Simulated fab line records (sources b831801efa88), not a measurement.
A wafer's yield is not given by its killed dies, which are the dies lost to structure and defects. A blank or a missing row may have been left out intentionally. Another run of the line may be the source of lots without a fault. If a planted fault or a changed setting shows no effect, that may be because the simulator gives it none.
fab line records    flow gf180mcu
record: lots: 12  wafers: 36  last_day: 33
route steps=602 shown LVPWELL@63 V1@359 M2@379 V2@398
lots that met no fault: from a run of the same line without faults
start_h: hours from the record's first day to the start of the lot's first wafer shown    wait_h: hours elapsed since this lot's preceding step    " the same as in the row above    L1.1+2: several wafers, shown together as one row    - no value present, or no start provided    * or withheld: withheld    < > ~ a bound
route shown NAME@n: names a module that has steps shown in the file, with the first one's number in the route    usual: average and standard deviation across the fault-free wafers    same: alike in all rows    chamber/n: place in a boat    sites: the reading at each site    _std_site: the values' standard deviation    _edge_site: the outer-site mean with the inner-site mean subtracted    radius_mm: how far each site lies from the wafer's centre    mask NAME#n: copy n    behind: the last tool/chamber to shape the wafer    hold: the reason the lot was held/the length of the hold in hours/how it ended    device: the transistor (n, p or np) that didn't switch    end of line: the route-end tests of the same wafers    where a step has no rows: the recipe by itself    killed: the dies lost at the first sort to structure and to defects; this is not the yield of the wafer    map: per-die view of a wafer (x killed, . not killed, _ where there is no die)
set.NAME: the setting the step ran with; set.NAME@STEP: the setting that earlier step ran with    model.NAME: the simulator's own value behind a step, which no gauge read
route steps across a sampled set of lots; one table per step, one row per wafer
services: from which hour (start_h, from the record's first day; less than 0 if before it) a tool's chamber was out of use, for how many hours, and why
== steps ==
step: GF_LVPWELL_IMPLANT_09
recipe: species: B  energy_kev: 60  dose_cm2: 5e+12  tilt_deg: 0
usual: beam_energy_keV: 59.998/0.02
lot.wafer  tool          chamber  start_h  wait_h  beam_energy_keV
L589.1     implanter-04  0        82.50    0.1     59.990
L589.4     "             0        "        "       59.994
L589.5     "             0        "        "       60.006
L592.2     implanter-04  0        97.89    0.1     59.987
L592.4     "             0        "        "       59.986
L592.5     "             0        "        "       59.986
L594.3     implanter-02  0        108.25   0.1     59.981
L594.4     "             0        "        "       59.988
L594.6     "             0        "        "       59.964
L595.2     implanter-01  0        112.51   0.1     60.007
L595.4     "             0        "        "       60.023
L595.5     "             0        "        "       59.983
L596.1     implanter-01  0        117.80   0.1     60.005
L596.2     "             0        "        "       60.023
L596.4     "             0        "        "       60.016
L597.1     implanter-01  0        124.78   0.1     59.996
L597.3     "             0        "        "       59.974
L597.4     "             0        "        "       59.984
L600.2     implanter-01  0        143.56   0.1     59.980
L600.5     "             0        "        "       59.988
L600.6     "             0        "        "       59.994
L601.4     implanter-02  0        147.09   0.1     59.986
L601.5     "             0        "        "       59.999
L601.6     "             0        "        "       59.991
L602.1     implanter-04  0        153.32   0.1     59.985
L602.3     "             0        "        "       59.994
L602.6     "             0        "        "       59.986
L603.2     implanter-01  0        156.33   0.1     60.000
L603.5     "             0        "        "       60.017
L603.6     "             0        "        "       59.993
L604.1     implanter-01  0        163.60   0.1     69.593
L604.2     "             0        "        "       69.609
L604.5     "             0        "        "       69.622
L605.2     implanter-01  0        169.08   0.1     69.589
L605.3     "             0        "        "       69.598
L605.4     "             0        "        "       69.608
step: GF_VT_IMPLANT_RS_MEAS_48
recipe: thk_meas_gauge: four-point-probe
usual: LVPWELL_RS: 1196.7/2.6
lot.wafer  tool           chamber  start_h  wait_h  LVPWELL_RS[ohm/sq]
L589.1     film_metro-01  -        171.37   0.1     1196.2
L589.4     "              -        "        "       1196.8
L589.5     "              -        "        "       1197.5
L592.2     film_metro-04  -        190.58   0.1     1198.0
L592.4     "              -        "        "       1193.6
L592.5     "              -        "        "       1195.8
L594.3     film_metro-01  -        202.56   0.1     1198.4
L594.4     "              -        "        "       1199.0
L594.6     "              -        "        "       1201.2
L595.2     film_metro-01  -        207.19   0.1     1195.1
L595.4     "              -        "        "       1198.2
L595.5     "              -        "        "       1196.8
L596.1     film_metro-02  -        215.16   0.1     1190.6
L596.2     "              -        "        "       1192.8
L596.4     "              -        "        "       1193.8
L597.1     film_metro-01  -        222.32   0.1     1197.5
L597.3     "              -        "        "       1196.2
L597.4     "              -        "        "       1201.2
L600.2     film_metro-04  -        246.73   0.1     1196.2
L600.5     "              -        "        "       1194.2
L600.6     "              -        "        "       1196.0
L601.4     film_metro-01  -        253.13   0.1     1200.4
L601.5     "              -        "        "       1204.2
L601.6     "              -        "        "       1200.6
L602.1     film_metro-01  -        258.25   0.1     1197.3
L602.3     "              -        "        "       1194.8
L602.6     "              -        "        "       1192.7
L603.2     film_metro-04  -        262.03   0.1     1197.6
L603.5     "              -        "        "       1195.9
L603.6     "              -        "        "       1193.7
L604.1     film_metro-01  -        272.62   0.1     1206.8
L604.2     "              -        "        "       1211.9
L604.5     "              -        "        "       1207.3
L605.2     film_metro-01  -        277.52   0.1     1205.4
L605.3     "              -        "        "       1204.7
L605.4     "              -        "        "       1202.6
step: GF_V1_RS_MEAS_24
recipe: thk_meas_gauge: four-point-probe  reads: W_of_V1_CVD_23+TiN_of_V1_SPUTTER_22+Ti_of_V1_SPUTTER_21
usual: V1_W_RS: 0.326/0.0058
lot.wafer  tool           chamber  start_h  wait_h  V1_W_RS[ohm/sq]
L589.1     film_metro-01  -        430.04   0.1     0.336
L589.4     "              -        "        "       0.335
L589.5     "              -        "        "       0.331
L592.2     film_metro-03  -        465.69   0.1     0.333
L592.4     "              -        "        "       0.329
L592.5     "              -        "        "       0.337
L594.3     film_metro-03  -        474.65   0.1     0.322
L594.4     "              -        "        "       0.326
L594.6     "              -        "        "       0.316
L595.2     film_metro-04  -        480.98   0.1     0.332
L595.4     "              -        "        "       0.331
L595.5     "              -        "        "       0.331
L596.1     film_metro-04  -        493.43   0.1     0.328
L596.2     "              -        "        "       0.319
L596.4     "              -        "        "       0.322
L597.1     film_metro-03  -        502.22   0.1     0.326
L597.3     "              -        "        "       0.316
L597.4     "              -        "        "       0.328
L600.2     film_metro-01  -        533.23   0.1     0.326
L600.5     "              -        "        "       0.331
L600.6     "              -        "        "       0.323
L601.4     film_metro-04  -        540.49   0.1     0.328
L601.5     "              -        "        "       0.328
L601.6     "              -        "        "       0.327
L602.1     film_metro-01  -        545.57   0.1     0.327
L602.3     "              -        "        "       0.324
L602.6     "              -        "        "       0.323
L603.2     film_metro-04  -        551.94   0.1     0.335
L603.5     "              -        "        "       0.338
L603.6     "              -        "        "       0.334
L604.1     film_metro-01  -        559.47   0.1     0.321
L604.2     "              -        "        "       0.324
L604.5     "              -        "        "       0.324
L605.2     film_metro-01  -        567.73   0.1     0.326
L605.3     "              -        "        "       0.330
L605.4     "              -        "        "       0.330
step: GF_M2_STRIP_17
recipe: chemistry: O2/N2  power_w: 1400  pressure_mtorr: 1500  platen_temp_c: 250  o2_flow_sccm: 3000  n2_flow_sccm: 300  overash_fraction: 0.5
usual: drypump_motor_current_A: 5.6/0.48  heater_power_w: 333/54  oes_product_au: 0.536/0.0055  strip_time_to_endpoint_s: 7.35/0.075
same: overash_fraction: 0.5
lot.wafer  tool             chamber  start_h  wait_h  drypump_motor_current_A  heater_power_w  oes_product_au  rf_hours_counter_h  strip_time_to_endpoint_s
L589.1     plasma_asher-02  0        455.50   0.1     5.1                      317             0.533           58                  7.36
L589.4     "                1        "        "       5.2                      410             0.540           -                   7.36
L589.5     "                1        "        "       5.2                      416             0.529           -                   7.23
L592.2     plasma_asher-04  0        491.23   0.1     5.8                      410             0.534           6                   7.25
L592.4     "                0        "        "       5.8                      393             0.526           -                   7.32
L592.5     "                1        "        "       6.1                      314             0.534           -                   7.31
L594.3     plasma_asher-04  1        499.81   0.1     6.1                      318             0.537           -                   7.37
L594.4     "                0        "        "       5.8                      409             0.537           -                   7.27
L594.6     "                1        "        "       6.1                      313             0.540           -                   7.45
L595.2     plasma_asher-04  1        505.32   0.2     6.1                      317             0.533           8                   7.35
L595.4     "                0        "        "       5.9                      397             0.530           -                   7.27
L595.5     "                1        "        "       6.1                      311             0.532           -                   7.29
L596.1     plasma_asher-04  1        518.08   0.1     6.1                      308             0.541           9                   7.40
L596.2     "                0        "        "       5.8                      396             0.539           9                   7.31
L596.4     "                1        "        "       6.2                      312             0.525           -                   7.33
L597.1     plasma_asher-02  1        526.10   0.1     5.2                      412             0.546           62                  7.37
L597.3     "                0        "        "       5.1                      314             0.534           -                   7.35
L597.4     "                1        "        "       5.2                      413             0.535           -                   7.29
L600.2     plasma_asher-03  1        556.25   0.1     6.1                      289             0.539           100                 7.46
L600.5     "                1        "        "       6.1                      291             0.545           -                   7.45
L600.6     "                0        "        "       5.0                      270             0.538           -                   7.33
L601.4     plasma_asher-03  1        563.51   0.1     6.1                      284             0.538           -                   7.39
L601.5     "                1        "        "       6.1                      289             0.533           -                   7.43
L601.6     "                0        "        "       5.0                      272             0.547           -                   7.48
L602.1     plasma_asher-04  0        568.22   0.2     5.8                      398             0.540           12                  7.30
L602.3     "                0        "        "       5.8                      406             0.534           -                   7.30
L602.6     "                1        "        "       6.1                      314             0.541           -                   7.29
L603.2     plasma_asher-02  0        574.93   0.2     5.2                      313             0.531           68                  7.28
L603.5     "                1        "        "       5.2                      408             0.529           -                   7.24
L603.6     "                0        "        "       5.1                      318             0.523           -                   7.30
L604.1     plasma_asher-02  0        582.22   0.2     5.2                      321             0.536           69                  7.36
L604.2     "                1        "        "       5.1                      404             0.536           69                  7.41
L604.5     "                1        "        "       5.2                      413             0.535           -                   7.39
L605.2     plasma_asher-04  0        590.48   0.1     5.9                      407             0.540           14                  7.44
L605.3     "                1        "        "       6.1                      314             0.541           -                   7.48
L605.4     "                0        "        "       5.8                      413             0.543           -                   7.44
step: GF_V2_ETCH_16
recipe: chemistry: N2/H2  target_depth_a: withheld  overetch_a: withheld  time_s: withheld  target: BARC  ion_energy_ev: 200  source_w: 500  bias_w: 100  pressure_mtorr: 30  n2_flow_sccm: 100  h2_flow_sccm: 200
usual: drypump_motor_current_A: 6.0/0.4  oes_product_au: 0.855/0.0049  throttle_valve_pct: 13.224/0.0089
lot.wafer  tool         chamber  start_h  wait_h  drypump_motor_current_A  oes_product_au  throttle_valve_pct
L589.1     rie_diel-02  0        481.32   0.0     6.4                      0.853           13.216
L589.4     "            0        "        "       6.4                      0.852           13.221
L589.5     "            0        "        "       6.4                      0.845           13.240
L592.2     rie_diel-04  0        516.37   0.0     6.4                      0.855           13.230
L592.4     "            3        "        "       6.1                      0.860           13.219
L592.5     "            1        "        "       5.9                      0.861           13.207
L594.3     rie_diel-04  1        524.50   0.0     6.0                      0.855           13.229
L594.4     "            0        "        "       6.4                      0.860           13.238
L594.6     "            3        "        "       6.1                      0.859           13.224
L595.2     rie_diel-04  3        529.30   0.0     6.1                      0.861           13.214
L595.4     "            1        "        "       5.9                      0.854           13.236
L595.5     "            2        "        "       5.9                      0.852           13.230
L596.1     rie_diel-04  1        542.13   0.0     5.9                      0.861           13.217
L596.2     "            3        "        "       6.1                      0.861           13.234
L596.4     "            3        "        "       6.1                      0.854           13.223
L597.1     rie_diel-04  2        550.47   0.0     5.9                      0.854           13.235
L597.3     "            1        "        "       6.0                      0.852           13.225
L597.4     "            3        "        "       6.1                      0.855           13.223
L600.2     rie_diel-02  2        579.00   0.0     6.1                      0.850           13.211
L600.5     "            1        "        "       6.1                      0.853           13.224
L600.6     "            0        "        "       6.4                      0.861           13.229
L601.4     rie_diel-04  1        585.95   0.0     5.9                      0.854           13.210
L601.5     "            0        "        "       6.4                      0.854           13.219
L601.6     "            1        "        "       5.9                      0.857           13.245
L602.1     rie_diel-03  2        591.35   0.0     5.8                      0.855           13.215
L602.3     "            0        "        "       6.4                      0.857           13.217
L602.6     "            1        "        "       4.9                      0.854           13.213
L603.2     rie_diel-04  3        597.68   0.0     6.1                      0.857           13.244
L603.5     "            2        "        "       5.9                      0.859           13.217
L603.6     "            1        "        "       5.9                      0.858           13.219
L604.1     rie_diel-02  3        604.73   0.0     5.5                      0.847           13.232
L604.2     "            0        "        "       6.4                      0.856           13.236
L604.5     "            2        "        "       6.1                      0.846           13.224
L605.2     rie_diel-04  0        612.45   0.0     6.4                      0.855           13.225
L605.3     "            2        "        "       6.0                      0.852           13.222
L605.4     "            1        "        "       5.9                      0.858           13.235
== services ==
tool             chamber  start_h  hours  kind
plasma_asher-04  -        61.29    0.4    repair
rie_diel-04      0        65.40    2.9    repair
rie_diel-04      3        65.60    4.0    repair
implanter-01     -        126.14   1.1    repair
rie_diel-04      -        163.61   4.3    pm
rie_diel-04      -        169.87   0.8    repair
implanter-01     -        186.70   21.2   pm
plasma_asher-04  -        232.08   7.8    repair
plasma_asher-02  -        246.31   1.2    repair
rie_diel-04      -        317.94   1.0    repair
implanter-01     -        334.40   3.6    pm
implanter-01     -        366.89   11.1   pm
plasma_asher-04  -        376.84   4.5    repair
plasma_asher-04  -        421.25   9.0    pm
rie_diel-04      -        431.60   0.3    repair
rie_diel-04      -        444.40   14.6   pm
plasma_asher-02  -        490.70   4.3    pm
plasma_asher-04  -        495.02   2.2    repair
implanter-01     -        497.05   1.7    repair
implanter-01     -        509.43   3.3    repair
rie_diel-04      2        532.42   16.6   repair
rie_diel-04      -        537.10   1.4    repair
plasma_asher-04  -        540.03   28.1   pm
rie_diel-04      0        552.44   3.6    repair
== key ==
first_sign: step: GF_LVPWELL_IMPLANT_09  reading: beam_energy_keV  direction: up  sigmas: 99+  usual: 59.998  struck: 69.603
effect: step: GF_VT_IMPLANT_RS_MEAS_48  reading: LVPWELL_RS  direction: up  sigmas: 3.7  usual: 1196.7  struck: 1206.4
met_at GF_LVPWELL_IMPLANT_09
struck_lots L604,L605
tester_left_out L604,L605
not_acting_at GF_V1_RS_MEAS_24,GF_M2_STRIP_17,GF_V2_ETCH_16
onset_between 156.33 163.60
fault: kind: process_parameter_drift  tool: implanter-01  chamber: -  onset_h: 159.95  steps: GF_LVPWELL_IMPLANT_09  channel: energy_kev  offset: 9.5953  shape: step  end_h: 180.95  acts_in: these_recipes_only  stated: 60
tester_left_out: of these lots the tester's yield and bins aren't shown, on N5 and GAA mostly nor the transistor test; their killed dies are dies lost to structure and defects alone, not to doping, threshold or leakage, so they don't give the yield
